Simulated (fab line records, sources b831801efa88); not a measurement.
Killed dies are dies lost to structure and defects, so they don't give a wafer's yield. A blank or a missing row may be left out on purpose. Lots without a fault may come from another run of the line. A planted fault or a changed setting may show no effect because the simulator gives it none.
fab line records | flow sky130
record lots=11 wafers=33 last_day=50
route steps=708 shown SONOS_ONO@185 GATE_OXIDE@189 RES_PROTECT@214 PAD_OPEN@708
lots that met no fault: from a run of the same line without faults
start_h: hours from the record's first day to the start of the lot's first wafer shown | wait_h: hours since the lot's step before | " the same as in the row above | L1.1+2: a row that stands for several wafers | - no value, or no start given | * or withheld: withheld | < > ~ a bound
route shown NAME@n: a module of which the file shows steps, and the number in the route of the first | usual: mean/standard deviation of fault-free wafers | same: alike in all rows | chamber/n: place in a boat | sites: the reading at each site | _std_site: their standard deviation | _edge_site: outer sites' mean less inner sites' | radius_mm: how far each site lies from the wafer's centre | mask NAME#n: copy n | behind: the tool/chamber that last shaped the wafer | hold: why the lot was held/for how many hours/how that ended | device: the transistor (n, p or np) that didn't switch | end of line: the same wafers' tests at the end of the route | a step without rows: its recipe alone | killed: dies lost to structure and defects at the first sort, not the wafer's yield | map: a wafer's dies, x killed, . not, _ none there
set.NAME: the setting as run; set.NAME@STEP: as run at that earlier step | model.NAME: the simulator's own value behind a step, which no gauge read
steps of the route over a sample of lots; a table a step, a row a wafer
services: from which hour (start_h, from the record's first day; less than 0 if before it) a tool's chamber was out of use, for how many hours, and why
## steps
# step SKY_SONOS_ONO_STRIP_17
# recipe chemistry=O2/N2 power_w=1400 pressure_mtorr=1500 platen_temp_c=withheld o2_flow_sccm=3000 n2_flow_sccm=300 overash_fraction=0.5
# usual chamber_pressure_mTorr=1499.8/1.2 drypump_motor_current_A=5.5/0.36 oes_product_au=0.710/0.0045 strip_time_to_endpoint_s=14.12/0.041
# columns lot.wafer tool chamber start_h wait_h chamber_pressure_mTorr drypump_motor_current_A oes_product_au rf_hours_counter_h strip_time_to_endpoint_s
L709.2 plasma_asher-03 1 330.40 0.0 1502.3 5.4 0.704 63 14.10
L709.3 " 1 " " 1498.8 5.4 0.713 - 14.08
L709.4 " 0 " " 1500.4 5.3 0.710 - 14.13
L712.2 plasma_asher-02 0 349.74 0.0 1501.2 6.4 0.707 65 14.15
L712.3 " 1 " " 1501.4 5.4 0.712 - 14.13
L712.4 " 0 " " 1501.3 6.4 0.704 - 14.15
L716.3 plasma_asher-03 0 393.96 0.0 1501.3 5.2 0.715 - 14.08
L716.5 " 0 " " 1500.3 5.2 0.713 - 14.17
L716.6 " 1 " " 1498.9 5.4 0.700 - 14.10
L718.1 plasma_asher-02 1 403.60 0.0 1498.2 5.4 0.704 70 14.11
L718.2 " 0 " " 1499.1 6.3 0.707 70 14.11
L718.4 " 0 " " 1499.4 6.4 0.713 - 14.12
L719.2 plasma_asher-03 1 410.64 0.0 1499.2 5.4 0.713 71 14.14
L719.3 " 1 " " 1501.0 5.4 0.709 - 14.19
L719.4 " 0 " " 1500.6 5.3 0.707 - 14.18
L720.2 plasma_asher-02 0 410.83 0.0 1501.2 6.4 0.705 71 14.10
L720.4 " 0 " " 1500.3 6.3 0.705 - 14.13
L720.6 " 0 " " 1497.3 6.4 0.714 - 14.11
L721.1 plasma_asher-01 1 418.11 0.0 1501.4 5.3 0.711 30 14.11
L721.2 " 0 " " 1498.6 5.4 0.711 30 14.11
L721.5 " 1 " " 1499.2 5.3 0.712 - 14.14
L723.1 plasma_asher-02 0 434.28 0.0 1500.0 6.3 0.697 74 14.10
L723.3 " 1 " " 1500.5 5.4 0.715 - 14.18
L723.5 " 1 " " 1500.0 5.4 0.710 - 14.11
L726.1 plasma_asher-02 0 454.92 0.0 1500.8 6.4 0.714 75 14.17
L726.2 " 1 " " 1500.6 5.4 0.717 75 14.21
L726.4 " 0 " " 1501.5 6.4 0.712 - 14.16
L727.2 plasma_asher-03 0 456.73 0.0 1498.8 5.3 0.709 3 14.08
L727.3 " 1 " " 1499.0 5.4 0.709 - 14.04
L727.5 " 1 " " 1498.8 5.4 0.713 - 14.04
L728.1 plasma_asher-03 1 474.15 0.0 1499.2 5.4 0.716 5 14.06
L728.4 " 0 " " 1499.4 5.3 0.716 - 14.08
L728.5 " 0 " " 1499.9 5.3 0.704 - 14.06
# step SKY_GATE_OXIDE_THK_MEAS_02
# recipe reads=SiO2_of_GATE_OXIDE_OXIDATION_01
# usual GATE_OXIDE_OXIDATION_00_THK=10.27/0.19
# columns lot.wafer tool chamber start_h wait_h GATE_OXIDE_OXIDATION_00_THK[nm]
L709.2 film_metro-04 - 332.03 0.0 10.68
L709.3 " - " " 10.58
L709.4 " - " " 10.48
L712.2 film_metro-04 - 352.93 0.0 10.39
L712.3 " - " " 10.32
L712.4 " - " " 10.25
L716.3 film_metro-01 - 395.56 0.0 10.31
L716.5 " - " " 10.40
L716.6 " - " " 10.45
L718.1 film_metro-01 - 407.26 0.0 10.09
L718.2 " - " " 10.26
L718.4 " - " " 10.08
L719.2 film_metro-01 - 413.05 0.0 10.09
L719.3 " - " " 10.29
L719.4 " - " " 10.23
L720.2 film_metro-03 - 413.05 0.0 10.25
L720.4 " - " " 10.03
L720.6 " - " " 10.34
L721.1 film_metro-03 - 420.91 0.0 10.35
L721.2 " - " " 10.30
L721.5 " - " " 10.39
L723.1 film_metro-04 - 437.37 0.0 10.12
L723.3 " - " " 10.12
L723.5 " - " " 10.16
L726.1 film_metro-04 - 459.15 0.0 10.17
L726.2 " - " " 10.28
L726.4 " - " " 10.17
L727.2 film_metro-01 - 459.16 0.0 10.16
L727.3 " - " " 10.26
L727.5 " - " " 10.19
L728.1 film_metro-03 - 478.34 0.0 9.91
L728.4 " - " " 9.89
L728.5 " - " " 9.97
# step SKY_GATE_OXIDE_SOFTBAKE_06
# recipe temp_c=90 time_s=60 resist=NOVOLAK
# usual heater_power_total_W=56.59/0.046 run_length_s=89.25/0.19
# columns lot.wafer tool chamber start_h wait_h heater_power_total_W run_length_s
L709.2 litho_track-01 0 346.26 0.1 56.55 89.40
L709.3 " 0 " " 56.54 89.28
L709.4 " 0 " " 56.58 89.51
L712.2 litho_track-01 0 367.26 0.1 56.62 89.37
L712.3 " 0 " " 56.66 89.43
L712.4 " 0 " " 56.52 89.52
L716.3 litho_track-03 0 410.18 0.1 56.63 89.07
L716.5 " 0 " " 56.59 88.98
L716.6 " 0 " " 66.93 64.66
L718.1 litho_track-03 0 421.83 0.1 56.55 89.08
L718.2 " 0 " " 56.56 89.10
L718.4 " 0 " " 66.92 64.53
L719.2 litho_track-03 0 428.06 0.1 56.63 88.97
L719.3 " 0 " " 56.57 88.90
L719.4 " 0 " " 66.87 64.63
L720.2 litho_track-04 0 428.14 0.1 56.61 89.25
L720.4 " 0 " " 56.53 89.33
L720.6 " 0 " " 56.54 89.12
L721.1 litho_track-01 0 436.13 0.1 56.60 89.36
L721.2 " 0 " " 56.61 89.31
L721.5 " 0 " " 56.60 89.42
L723.1 litho_track-01 0 452.83 0.1 56.59 89.24
L723.3 " 0 " " 56.70 89.28
L723.5 " 0 " " 56.58 89.50
L727.2 litho_track-01 0 473.66 0.1 56.60 89.45
L727.3 " 0 " " 56.63 89.43
L727.5 " 0 " " 56.57 89.53
L726.1 litho_track-04 0 473.91 0.1 56.55 89.15
L726.2 " 0 " " 56.63 89.08
L726.4 " 0 " " 56.63 89.12
L728.1 litho_track-04 0 494.11 0.1 56.57 89.12
L728.4 " 0 " " 56.56 89.31
L728.5 " 0 " " 56.54 89.18
# step SKY_GATE_OXIDE_STRIP_13
# recipe chemistry=O2/N2 power_w=1400 pressure_mtorr=1500 platen_temp_c=withheld o2_flow_sccm=3000 n2_flow_sccm=300 overash_fraction=0.5
# usual chamber_pressure_mTorr=1500.1/1.3 drypump_motor_current_A=5.6/0.38 oes_product_au=0.715/0.0048 strip_time_to_endpoint_s=14.20/0.037
# columns lot.wafer tool chamber start_h wait_h chamber_pressure_mTorr drypump_motor_current_A oes_product_au rf_hours_counter_h strip_time_to_endpoint_s
L709.2 plasma_asher-03 0 360.33 0.0 1500.2 5.2 0.716 66 14.23
L709.3 " 0 " " 1500.6 5.3 0.716 - 14.16
L709.4 " 1 " " 1500.8 5.4 0.713 - 14.20
L712.2 plasma_asher-04 0 380.62 0.0 1502.7 5.4 0.716 56 14.21
L712.3 " 0 " " 1500.7 5.4 0.715 - 14.19
L712.4 " 1 " " 1498.9 5.8 0.708 - 14.21
L716.3 plasma_asher-04 1 426.68 0.1 1499.9 5.8 0.705 - 14.17
L716.5 " 1 " " 1502.4 5.8 0.718 - 14.25
L716.6 " 0 " " 1497.6 5.4 0.718 - 14.35
L718.1 plasma_asher-03 0 437.30 0.0 1501.1 5.3 0.715 1 14.28
L718.2 " 1 " " 1501.0 5.4 0.712 1 14.30
L718.4 " 1 " " 1499.7 5.4 0.712 - 14.37
L719.2 plasma_asher-03 0 442.73 0.0 1500.3 5.2 0.714 2 14.17
L719.3 " 0 " " 1499.6 5.3 0.714 - 14.19
L719.4 " 1 " " 1500.3 5.4 0.715 - 14.28
L720.2 plasma_asher-04 1 443.26 0.0 1501.2 5.8 0.718 62 14.24
L720.4 " 0 " " 1500.8 5.4 0.717 - 14.27
L720.6 " 1 " " 1499.9 5.8 0.720 - 14.25
L721.1 plasma_asher-03 1 451.82 0.0 1498.0 5.4 0.717 2 14.25
L721.2 " 0 " " 1499.7 5.3 0.724 2 14.26
L721.5 " 1 " " 1499.7 5.4 0.721 - 14.25
L723.1 plasma_asher-04 0 468.53 0.0 1500.6 5.4 0.721 65 14.16
L723.3 " 1 " " 1500.2 5.8 0.707 - 14.15
L723.5 " 0 " " 1501.1 5.4 0.716 - 14.16
L727.2 plasma_asher-03 0 489.28 0.0 1500.6 5.3 0.715 6 14.19
L727.3 " 1 " " 1502.1 5.4 0.718 - 14.21
L727.5 " 1 " " 1501.5 5.4 0.714 - 14.21
L726.1 plasma_asher-02 1 489.57 0.0 1498.4 5.4 0.717 79 14.15
L726.2 " 0 " " 1499.8 6.4 0.709 79 14.12
L726.4 " 1 " " 1500.4 5.4 0.711 - 14.19
L728.1 plasma_asher-03 1 509.37 0.0 1501.0 5.4 0.717 8 14.18
L728.4 " 0 " " 1503.0 5.3 0.714 - 14.14
L728.5 " 0 " " 1499.4 5.3 0.722 - 14.18
# step SKY_RES_PROTECT_STRIP_07
# recipe chemistry=O2/N2 power_w=1400 pressure_mtorr=1500 platen_temp_c=withheld o2_flow_sccm=3000 n2_flow_sccm=300 overash_fraction=0.5
# usual chamber_pressure_mTorr=1500.2/1.1 drypump_motor_current_A=5.42/0.17 oes_product_au=0.518/0.0048 strip_time_to_endpoint_s=23.31/0.047
# columns lot.wafer tool chamber start_h wait_h chamber_pressure_mTorr drypump_motor_current_A oes_product_au rf_hours_counter_h strip_time_to_endpoint_s
L709.2 plasma_asher-01 0 392.83 0.1 1500.0 5.39 0.515 28 23.29
L709.3 " 1 " " 1498.6 5.37 0.527 - 23.30
L709.4 " 0 " " 1499.3 5.38 0.516 - 23.33
L712.2 plasma_asher-01 1 414.87 0.1 1500.3 5.30 0.511 30 23.32
L712.3 " 0 " " 1500.0 5.34 0.517 - 23.31
L712.4 " 1 " " 1499.1 5.32 0.520 - 23.31
L716.3 plasma_asher-03 1 461.17 0.1 1500.8 5.42 0.520 - 23.32
L716.5 " 1 " " 1500.1 5.39 0.517 - 23.25
L716.6 " 0 " " 1502.3 5.24 0.512 - 23.28
L718.1 plasma_asher-04 1 471.81 0.1 1500.8 5.82 0.521 65 23.32
L718.2 " 0 " " 1499.3 5.45 0.519 65 23.36
L718.4 " 0 " " 1501.4 5.42 0.518 - 23.34
L719.2 plasma_asher-03 1 476.26 0.1 1500.3 5.41 0.525 5 23.26
L719.3 " 0 " " 1498.9 5.24 0.517 - 23.23
L719.4 " 1 " " 1499.2 5.37 0.515 - 23.25
L720.2 plasma_asher-03 1 477.78 0.1 1499.0 5.39 0.511 5 23.31
L720.4 " 1 " " 1500.4 5.36 0.515 - 23.25
L720.6 " 1 " " 1500.6 5.41 0.524 - 23.26
L721.1 plasma_asher-03 1 484.93 0.1 1501.4 5.40 0.521 6 23.27
L721.2 " 0 " " 1499.8 5.20 0.518 6 23.23
L721.5 " 1 " " 1499.7 5.40 0.516 - 23.26
L723.1 plasma_asher-03 1 503.93 0.1 1499.5 5.38 0.530 7 23.35
L723.3 " 0 " " 1500.8 5.28 0.515 - 23.35
L723.5 " 0 " " 1503.1 5.29 0.520 - 23.33
L727.2 plasma_asher-03 1 522.66 0.1 1500.2 5.41 0.515 9 23.35
L727.3 " 1 " " 1500.4 5.41 0.524 - 23.30
L727.5 " 1 " " 1500.4 5.39 0.517 - 23.33
L726.1 plasma_asher-04 0 523.98 0.1 1499.4 5.40 0.511 70 23.40
L726.2 " 1 " " 1501.9 5.79 0.519 70 23.37
L726.4 " 1 " " 1501.1 5.80 0.516 - 23.34
L728.1 plasma_asher-01 0 544.10 0.1 1499.4 5.35 0.513 44 23.24
L728.4 " 0 " " 1501.4 5.37 0.515 - 23.26
L728.5 " 1 " " 1501.3 5.34 0.525 - 23.32
# step SKY_PAD_OPEN_PROBE_99
# usual killed_at_M0_to_M3=43/7.4 killed_at_M4_up=3.3/2 killed_at_contacts=24/5.4 killed_at_front_end=16/4.2 killed_at_other=0.3/0.61 killed_dies=87/9.4 killed_open=47/7.3 killed_short=40/6.7
# same gross_dies=492 killed_at_back_side=0
# columns lot.wafer tool chamber start_h wait_h killed_at_M0_to_M3 killed_at_M4_up killed_at_contacts killed_at_front_end killed_at_other killed_dies killed_open killed_short
L712.2 prober-01 - 1133.10 0.1 48 5 17 11 0 81 44 37
L712.3 prober-01 - 1133.15 0.2 37 1 26 14 0 78 46 32
L712.4 prober-01 - 1133.20 0.2 59 5 20 11 0 95 45 50
L716.3 prober-01 - 1156.94 0.2 39 3 31 18 0 91 50 39
L716.5 prober-01 - 1157.04 0.2 42 7 32 16 0 97 57 40
L716.6 prober-01 - 1157.09 0.2 42 3 30 6 0 81 46 35
L718.1 prober-02 - 1165.78 0.1 35 3 29 20 0 87 49 37
L718.2 prober-02 - 1165.83 0.1 47 5 20 15 0 87 37 50
L718.4 prober-02 - 1165.93 0.2 26 1 19 16 0 62 38 24
L719.2 prober-02 - 1167.08 0.1 50 5 22 21 1 99 55 43
L719.3 prober-02 - 1167.13 0.2 41 4 23 16 0 84 49 33
L719.4 prober-02 - 1167.18 0.2 53 2 18 14 3 90 52 34
L721.1 prober-02 - 1175.32 0.1 43 5 19 20 0 87 46 41
L721.2 prober-02 - 1175.37 0.1 53 3 26 17 0 99 44 55
L721.5 prober-02 - 1175.52 0.2 46 1 27 11 0 85 42 42
L727.2 prober-02 - 1193.07 0.1 44 2 18 13 1 78 30 48
L727.3 prober-02 - 1193.12 0.2 44 3 20 20 0 87 42 45
L727.5 prober-02 - 1193.22 0.2 33 1 29 18 2 83 35 48
L728.1 prober-02 - 1204.93 0.1 39 4 16 15 0 74 43 30
L728.4 prober-02 - 1205.08 0.2 45 6 17 16 1 85 47 37
L728.5 prober-02 - 1205.13 0.2 40 0 21 13 0 74 37 37
# killed by level:class
L712.2 VIA1:geometric_particle:open=12 VIA2:geometric_particle:open=8 CONTACT:geometric_particle:open=6 VIA1:geometric_particle:short=6 VIA3:geometric_particle:open=6 VIA3:geometric_particle:short=5 FIELD_ISO:geometric_particle:short=4 VIA2:geometric_particle:short=4
L712.3 LI_CONTACT:geometric_particle:open=10 VIA1:geometric_particle:open=8 CONTACT:geometric_particle:open=6 VIA1:geometric_particle:short=5 FIELD_ISO:geometric_particle:open=4 LOCAL_INTERCONNECT:geometric_particle:short=4 CONTACT:geometric_particle:short=4 METAL2:geometric_particle:short=4
L712.4 VIA1:geometric_particle:open=14 METAL2:geometric_particle:short=12 VIA3:geometric_particle:open=8 METAL1:geometric_particle:short=7 VIA2:geometric_particle:open=6 VIA1:geometric_particle:short=6 CONTACT:geometric_particle:short=6 FIELD_ISO:geometric_particle:short=4
L716.3 CONTACT:geometric_particle:open=12 VIA3:geometric_particle:open=11 VIA1:geometric_particle:open=9 LOCAL_INTERCONNECT:geometric_particle:short=7 CONTACT:geometric_particle:short=6 VIA2:geometric_particle:open=6 FIELD_ISO:geometric_particle:short=5 FIELD_ISO:geometric_particle:open=4
L716.5 LI_CONTACT:geometric_particle:open=13 CONTACT:geometric_particle:open=11 VIA3:geometric_particle:open=10 VIA1:geometric_particle:open=8 FIELD_ISO:geometric_particle:short=7 CONTACT:geometric_particle:short=5 METAL1:geometric_particle:short=5 METAL4:geometric_particle:short=5
L716.6 VIA1:geometric_particle:open=13 CONTACT:geometric_particle:open=9 LI_CONTACT:geometric_particle:open=8 CONTACT:geometric_particle:short=6 METAL1:geometric_particle:short=5 VIA2:geometric_particle:open=5 VIA1:geometric_particle:short=4 LOCAL_INTERCONNECT:geometric_particle:short=3
L718.1 VIA1:geometric_particle:open=10 VIA2:geometric_particle:open=9 CONTACT:geometric_particle:short=9 CONTACT:geometric_particle:open=8 POLY_GATE:geometric_particle:open=5 METAL2:geometric_particle:short=5 FIELD_ISO:geometric_particle:short=4 VIA3:geometric_particle:open=4
L718.2 METAL2:geometric_particle:short=10 CONTACT:geometric_particle:open=9 VIA1:geometric_particle:open=9 CONTACT:geometric_particle:short=6 METAL1:geometric_particle:short=6 VIA1:geometric_particle:short=6 METAL3:geometric_particle:short=5 METAL4:geometric_particle:short=5
L718.4 POLY_GATE:geometric_particle:open=6 LI_CONTACT:geometric_particle:open=6 CONTACT:geometric_particle:open=6 VIA2:geometric_particle:open=6 POLY_GATE:geometric_particle:short=4 VIA1:geometric_particle:open=3 METAL2:geometric_particle:short=3 VIA2:geometric_particle:short=3
L719.2 VIA1:geometric_particle:open=21 CONTACT:geometric_particle:open=9 VIA1:geometric_particle:short=8 FIELD_ISO:geometric_particle:open=7 CONTACT:geometric_particle:short=6 METAL1:geometric_particle:short=6 POLY_GATE:geometric_particle:open=5 FIELD_ISO:geometric_particle:short=4
L719.3 CONTACT:geometric_particle:open=12 VIA1:geometric_particle:open=10 VIA2:geometric_particle:open=7 POLY_GATE:geometric_particle:open=6 FIELD_ISO:geometric_particle:open=5 CONTACT:geometric_particle:short=5 VIA1:geometric_particle:short=5 METAL1:geometric_particle:short=4
L719.4 VIA1:geometric_particle:open=16 METAL1:geometric_particle:short=9 CONTACT:geometric_particle:open=8 VIA2:geometric_particle:open=8 METAL2:geometric_particle:short=6 LI_CONTACT:geometric_particle:open=5 CONTACT:geometric_particle:short=4 FIELD_ISO:geometric_particle:open=3
L721.1 VIA1:geometric_particle:open=9 FIELD_ISO:geometric_particle:short=6 METAL2:geometric_particle:short=6 LOCAL_INTERCONNECT:geometric_particle:short=6 VIA3:geometric_particle:open=6 POLY_GATE:geometric_particle:open=5 CONTACT:geometric_particle:open=5 FIELD_ISO:geometric_particle:open=4
L721.2 CONTACT:geometric_particle:open=10 METAL2:geometric_particle:short=9 VIA2:geometric_particle:open=8 VIA1:geometric_particle:short=8 FIELD_ISO:geometric_particle:short=7 VIA1:geometric_particle:open=7 VIA3:geometric_particle:open=7 LOCAL_INTERCONNECT:geometric_particle:short=6
L721.5 VIA1:geometric_particle:open=11 LI_CONTACT:geometric_particle:open=9 METAL1:geometric_particle:short=7 CONTACT:geometric_particle:open=7 VIA1:geometric_particle:short=6 CONTACT:geometric_particle:short=5 METAL2:geometric_particle:short=5 LOCAL_INTERCONNECT:geometric_particle:short=4
L727.2 METAL1:geometric_particle:short=8 VIA1:geometric_particle:open=7 LI_CONTACT:geometric_particle:open=6 POLY_GATE:geometric_particle:short=5 LOCAL_INTERCONNECT:geometric_particle:short=5 VIA1:geometric_particle:short=5 VIA2:geometric_particle:short=5 CONTACT:geometric_particle:open=4
L727.3 VIA1:geometric_particle:open=10 VIA3:geometric_particle:open=7 METAL2:geometric_particle:short=6 POLY_GATE:geometric_particle:open=6 CONTACT:geometric_particle:short=6 FIELD_ISO:geometric_particle:open=5 LOCAL_INTERCONNECT:geometric_particle:short=5 METAL1:geometric_particle:short=5
L727.5 VIA2:geometric_particle:open=8 CONTACT:geometric_particle:open=8 POLY_GATE:geometric_particle:short=7 LI_CONTACT:geometric_particle:short=7 VIA3:geometric_particle:open=6 FIELD_ISO:geometric_particle:short=5 LI_CONTACT:geometric_particle:open=5 CONTACT:geometric_particle:short=5
L728.1 CONTACT:geometric_particle:open=9 VIA3:geometric_particle:open=8 VIA1:geometric_particle:short=6 METAL1:geometric_particle:short=5 LI_CONTACT:geometric_particle:open=5 METAL2:geometric_particle:short=5 VIA1:geometric_particle:open=5 VIA2:geometric_particle:open=5
L728.4 VIA1:geometric_particle:open=10 VIA2:geometric_particle:open=8 VIA3:geometric_particle:open=6 CONTACT:geometric_particle:open=5 METAL1:geometric_particle:short=5 FIELD_ISO:geometric_particle:open=4 CONTACT:geometric_particle:short=4 LI_CONTACT:geometric_particle:short=4
L728.5 VIA1:geometric_particle:open=11 CONTACT:geometric_particle:open=7 VIA2:geometric_particle:open=7 VIA1:geometric_particle:short=6 METAL3:geometric_particle:short=6 CONTACT:geometric_particle:short=5 METAL1:geometric_particle:short=5 POLY_GATE:geometric_particle:short=4
## services
# columns tool chamber start_h hours kind
plasma_asher-04 - 341.74 3.7 repair
plasma_asher-02 - 357.80 4.2 repair
litho_track-03 - 373.87 - consumable_replace:filter
plasma_asher-03 - 399.36 2.8 pm
plasma_asher-01 - 409.06 2.8 pm
plasma_asher-03 - 421.25 9.0 pm
plasma_asher-03 0 421.25 9.0 vent_cycle
plasma_asher-03 1 421.25 9.0 vent_cycle
plasma_asher-03 0 430.25 - clean
plasma_asher-03 1 430.25 - clean
plasma_asher-02 - 439.92 2.3 repair
plasma_asher-02 - 469.74 0.5 repair
plasma_asher-04 - 524.63 2.8 pm
## key
first_sign step=SKY_GATE_OXIDE_SOFTBAKE_06 reading=heater_power_total_W direction=up sigmas=99+ usual=* struck=*
effect step=SKY_GATE_OXIDE_SOFTBAKE_06 reading=run_length_s direction=down sigmas=99+ usual=* struck=*
effect step=SKY_GATE_OXIDE_STRIP_13 reading=strip_time_to_endpoint_s direction=up sigmas=3.6 usual=* struck=*
met_at SKY_GATE_OXIDE_SOFTBAKE_06
struck_lots L716,L718,L719
struck_wafers L716.6,L718.4,L719.4
tester_left_out L716,L718,L719
not_acting_at SKY_SONOS_ONO_STRIP_17,SKY_GATE_OXIDE_THK_MEAS_02,SKY_RES_PROTECT_STRIP_07
fault kind=process_parameter_drift tool=litho_track-03 chamber=- onset_h=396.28 steps=SKY_GATE_OXIDE_SOFTBAKE_06 channel=time_s offset=* shape=step end_h=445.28 scope=struck_wafers_only acts_in=* stated=*
# tester_left_out: of these lots the tester's yield and bins aren't shown, on N5 and GAA mostly nor the transistor test; their killed dies are dies lost to structure and defects alone, not to doping, threshold or leakage, so they don't give the yield
